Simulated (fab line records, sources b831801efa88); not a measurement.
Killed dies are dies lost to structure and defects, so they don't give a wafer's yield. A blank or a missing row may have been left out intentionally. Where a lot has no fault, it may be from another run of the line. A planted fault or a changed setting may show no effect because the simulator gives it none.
Matching of chambers | flow gf180mcu | GF_STI_CMP_25 on cmp-01: 4 sister chambers
The step polishes, stops on Si3N4, t overpolish 33 s, target thk 524.6 nm. 8 wafers are shown with their chamber, then 9 later ones without.

## WAFERS PAIRED WITH THEIR CHAMBERS
wafer  | chamber | motor current A (A) | overpolish run s (s)
L398.1 | 2       | 12.5                | 32.997
L399.3 | 1       | 12.6                | 33.008
L400.4 | 2       | 13.3                | 33.006
L400.5 | 0       | 11.0                | 33.006
L400.6 | 3       | 12.2                | 32.991
L401.1 | 0       | 10.5                | 32.999
L401.2 | 1       | 11.9                | 33.013
L401.6 | 3       | 12.4                | 33.001

## WAFERS WITH NO CHAMBER GIVEN
wafer  | motor current A (A) | overpolish run s (s)
L403.2 | 13.3                | 33.009
L403.5 | 10.7                | 32.989
L403.6 | 12.3                | 32.995
L404.3 | 13.3                | 33.015
L404.5 | 13.0                | 33.014
L404.6 | 12.7                | 32.982
L406.1 | 12.9                | 32.999
L406.3 | 13.4                | 32.983
L406.6 | 12.8                | 33.004

## EACH ONE'S CHAMBER
wafer  | from the rows above          | in truth
L403.2 | can't be placed: 2 or 1 or 3 | 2
L403.5 | can't be placed: 0 or 3      | 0
L403.6 | can't be placed: 3 or 2      | 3
L404.3 | can't be placed: 2 or 1 or 3 | 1
L404.5 | can't be placed: 1 or 2 or 3 | 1
L404.6 | can't be placed: 3 or 2      | 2
L406.1 | can't be placed: 2 or 3      | 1
L406.3 | can't be placed: 3 or 2      | 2
L406.6 | can't be placed: 2 or 1 or 3 | 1
0 of 9 placed correctly. Unplaceable from these rows: 9, with the true chamber sitting among the candidates in 8. Placed wrongly: 0.
How it was worked out, from the rows above alone: a wafer's distance from a chamber is the root of the sum, over the readings, of the square of ((its reading less the chamber's mean) divided by the reading's scatter). If the next closest chamber is less than 2 further off than the closest, the wafer can't be placed; otherwise it belongs to the closest. For every chamber, the mean is computed from those of its wafers that are shown. The scatter is the square root of a quotient: the sum, over the shown wafers, of each reading's squared deviation from its chamber's mean, divided by wafers minus chambers.
